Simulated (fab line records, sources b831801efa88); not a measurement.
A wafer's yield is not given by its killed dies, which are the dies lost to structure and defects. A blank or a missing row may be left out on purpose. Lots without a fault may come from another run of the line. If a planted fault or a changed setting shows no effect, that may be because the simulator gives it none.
What tool caused it? ; flow gf180mcu ; Sampling: 12 lots, 36 wafers, 3 of 602 route steps

WHAT EACH GAUGE READ, for each wafer
GF_V3_THK_MEAS_01. Usual: V3_CVD_00_THK gives 601 nm (standard deviation 6.9).
lot;measured;on;V3_CVD_00_THK (nm);flag
L724;day 22 11:34;film metro-03;602 595 601;
L725;day 22 22:50;film metro-01;596 590 599;
L726;day 22 23:59;film metro-01;593 580 591;
L730;day 24 10:33;film metro-03;602 602 593;
L731;day 25 00:14;film metro-03;596 599 597;
L735;day 26 04:26;film metro-01;598 600 598;
L736;day 26 05:35;film metro-02;602 592 605;
L740;day 27 11:10;film metro-03;611 602 306;OFF
L741;day 27 19:16;film metro-02;613 304 613;OFF
L743;day 28 02:35;film metro-01;594 597 595;
L744;day 28 11:05;film metro-01;596 591 594;
L747;day 29 11:09;film metro-02;599 600 597;

GF_V3_OVL_MEAS_15. Usual: V3_OVL gives -3 nm (standard deviation 4.8).
lot;measured;on;V3_OVL (nm);flag
L724;day 23 11:53;overlay-02;-12 -10 -10;
L725;day 23 21:46;overlay-02;-1 1 0;
L726;day 23 23:20;overlay-02;-2 -2 1;
L730;day 25 06:08;overlay-02;3 -3 6;
L731;day 25 22:08;overlay-01;1 2 -5;
L735;day 27 02:23;overlay-01;-8 -8 -10;
L736;day 27 02:44;overlay-02;-3 -5 -9;
L740;day 28 07:52;overlay-01;-11 -13 -5;
L741;day 28 15:41;overlay-01;-6 -9 -4;
L743;day 28 22:44;overlay-02;0 2 0;
L744;day 29 06:59;overlay-01;-1 4 1;
L747;day 30 06:57;overlay-02;-6 1 4;

WHICH TOOL RAN EACH LOT (tool, then ch and the chambers of the sampled wafers, then the start)
lot;GF_V3_CVD_00
L724;hdpcvd-02 ch 0,1, day 22 11:28
L725;hdpcvd-01 ch 0,1,2, day 22 22:46
L726;hdpcvd-01 ch 0,1,2, day 22 23:55
L730;hdpcvd-01 ch 0,1, day 24 10:28
L731;hdpcvd-01 ch 0,1,2, day 25 00:09
L735;hdpcvd-02 ch 0,1, day 26 04:22
L736;hdpcvd-01 ch 0,1,2, day 26 05:29
L740;hdpcvd-02 ch 0,1,2, day 27 11:06
L741;hdpcvd-02 ch 0,1, day 27 19:11
L743;hdpcvd-01 ch 0,1,2, day 28 02:31
L744;hdpcvd-01 ch 0,1,2, day 28 11:00
L747;hdpcvd-01 ch 0,1,2, day 29 11:04
- GF_V3_CVD_00: deposits SiO2, target thk 600 nm, time 100 s.

WHAT THE TOOLS THEMSELVES READ (means of the sampled wafers that have a number; where no wafer has one, the mark that the record gives instead)
GF_V3_CVD_00. Usual: sih4 flow sccm 59.98 sccm, standard deviation 0.17.
lot;tool;sih4 flow sccm (sccm);flag
L724;hdpcvd-02;60.13;
L725;hdpcvd-01;60.16;
L726;hdpcvd-01;60.03;
L730;hdpcvd-01;60.03;
L731;hdpcvd-01;59.95;
L735;hdpcvd-02;59.90;
L736;hdpcvd-01;59.91;
L740;hdpcvd-02;50.00;OFF
L741;hdpcvd-02;50.04;OFF
L743;hdpcvd-01;60.12;
L744;hdpcvd-01;59.85;
L747;hdpcvd-01;59.84;

THE ANSWER, worked out from the rows above alone
Rule: a lot is off if the mean of its wafers that have a number lies more than 3 standard deviations from the usual mean. A lot without any number at a reading at which 4 lots or more have one is off too. All remaining lots with rows at the step are treated as sound. After the gauges, taken in route order, come the tools' own readings; for these a lot's mean is taken, as printed above. The first step at which some lot is off is used, and at that step the reading that is off furthest; a lot without a number counts as furthest.
Off: L740, L741, seen at GF_V3_THK_MEAS_01 (V3_CVD_00_THK).
A tool fits if, at a process step before that reading, it ran every lot that is off, and no sound lot after the first of them. The gauges at GF_V3_THK_MEAS_01 aren't tried: what is off there is off at GF_V3_CVD_00 too, on other tools, and a gauge's error can't cause that. One fits: GF_V3_CVD_00 on hdpcvd-02. Its last sound lot is L735 (day 26 04:22), its first lot that is off L740 (day 27 11:06): a fault that began between those two fits.
The tool's own readings at GF_V3_CVD_00 bear it out: on the lots that are off they differ by more than 5 times the standard deviation of the sound lots' means. sih4 flow sccm reads 50.02 sccm there against 59.99 sccm on the sound lots.

WHAT THE SIMULATOR PUT IN
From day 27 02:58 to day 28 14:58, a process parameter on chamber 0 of hdpcvd-02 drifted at GF_V3_CVD_00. Setting sih4 flow sccm shifted by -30 from 60. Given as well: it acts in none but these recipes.
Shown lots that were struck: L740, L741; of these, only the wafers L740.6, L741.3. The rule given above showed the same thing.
